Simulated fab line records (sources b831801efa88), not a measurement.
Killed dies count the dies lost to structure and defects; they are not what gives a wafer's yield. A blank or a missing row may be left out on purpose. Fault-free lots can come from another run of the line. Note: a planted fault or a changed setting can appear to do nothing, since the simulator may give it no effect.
One fault through the eyes of 2 desks + flow gf180mcu + what lay behind the numbers comes last; until then each desk has only its own

AT THE TOOL OWNER'S DESK: rieDiel-01
The tool's own readings at GF_STI_ETCH_13 (etches the open film in CHF3/O2, stops on Si, target depth 282.31 nm, time 112.9 s): means of the sampled wafers that have a number, for each lot that ran on this tool. A lot is out of limits, marked OUT, if its mean lies more than 4 standard deviations from the usual mean; the brackets give that distance.
Columns: A = drypumpMotorCurrentA at GF_STI_ETCH_13, usual 5.6 A; B = oesProductAu at GF_STI_ETCH_13, usual 0.832 a.u.; C = runLengthS at GF_STI_ETCH_13, usual 141.5 s; D = throttleValvePct at GF_STI_ETCH_13, usual 8.809 %
| lot  | first seen here | A   | B                | C                | D     |
|------|-----------------|-----|------------------|------------------|-------|
| L475 | day 2 00:58     | 5.6 | 0.824            | 141.2            | 8.804 |
| L479 | day 2 21:37     | 5.7 | 0.824            | 141.0            | 8.816 |
| L483 | day 3 18:31     | 5.7 | 0.832            | 141.2            | 8.805 |
| L484 | day 3 23:01     | 5.7 | 0.831            | 141.3            | 8.807 |
| L486 | day 4 09:25     | 5.6 | 0.820            | 145.2 (+8.5) OUT | 8.800 |
| L489 | day 5 01:30     | 5.8 | 0.794 (-5.7) OUT | 153.1 (+26) OUT  | 8.800 |
This desk's finding: out of limits on L486, L489; first on L486, day 4 09:25 (runLengthS at GF_STI_ETCH_13). Within limits: L475, L479, L483, L484.

METROLOGY DESK
Lot by lot, what the gauges showed, no matter which tool ran the lot: averages of those sampled wafers that carry a number. A lot is out of limits, marked OUT, if its mean lies more than 4 standard deviations from the usual mean; the brackets give that distance.
Columns: A = STI_OXIDATION_THK at GF_STI_THK_MEAS_02, usual 9.90 nm; B = VT_IMPLANT_02_OVL at GF_VT_IMPLANT_OVL_MEAS_29, usual -0.1 nm
| lot  | first seen here | A     | B    |
|------|-----------------|-------|------|
| L475 | day 1 11:32     | 9.98  | -1.3 |
| L476 | day 1 16:31     | 10.09 | -0.2 |
| L478 | day 2 03:51     | 9.97  | 0.3  |
| L479 | day 2 07:31     | 9.89  | -0.1 |
| L480 | day 2 12:31     | 10.40 | -2.3 |
| L481 | day 2 17:31     | 9.53  | -0.1 |
| L482 | day 2 22:31     | 9.79  | 0.6  |
| L483 | day 3 03:31     | 10.05 | 1.4  |
| L484 | day 3 08:31     | 9.80  | 1.6  |
| L485 | day 3 13:31     | 9.85  | 1.2  |
| L486 | day 3 18:32     | 10.34 | 0.3  |
| L489 | day 4 09:31     | 10.02 | -1.9 |
| L496 | day 5 21:38     | 10.25 | 2.7  |
| L497 | day 6 01:31     | 9.50  | -0.6 |
Result from this desk: across the 14 lots, nothing is out of limits.

ALL TOGETHER
The tool owner's desk had the chance to raise an alarm at day 4 09:25 on L486, L489.
Metrology desk: nothing out of limits seen.
The metrology desk has L486, L489 on record, within its limits.
Of the lots named, all ran GF_STI_ETCH_13 on rieDiel-01.

WHAT THE SIMULATOR HAD PUT IN
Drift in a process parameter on rieDiel-01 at GF_STI_ETCH_13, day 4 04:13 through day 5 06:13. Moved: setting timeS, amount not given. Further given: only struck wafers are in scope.
Shown lots that were struck: L486, L489.
Time in hours from fault onset to the first out-of-limits reading at each desk: the tool owner's desk, 5.
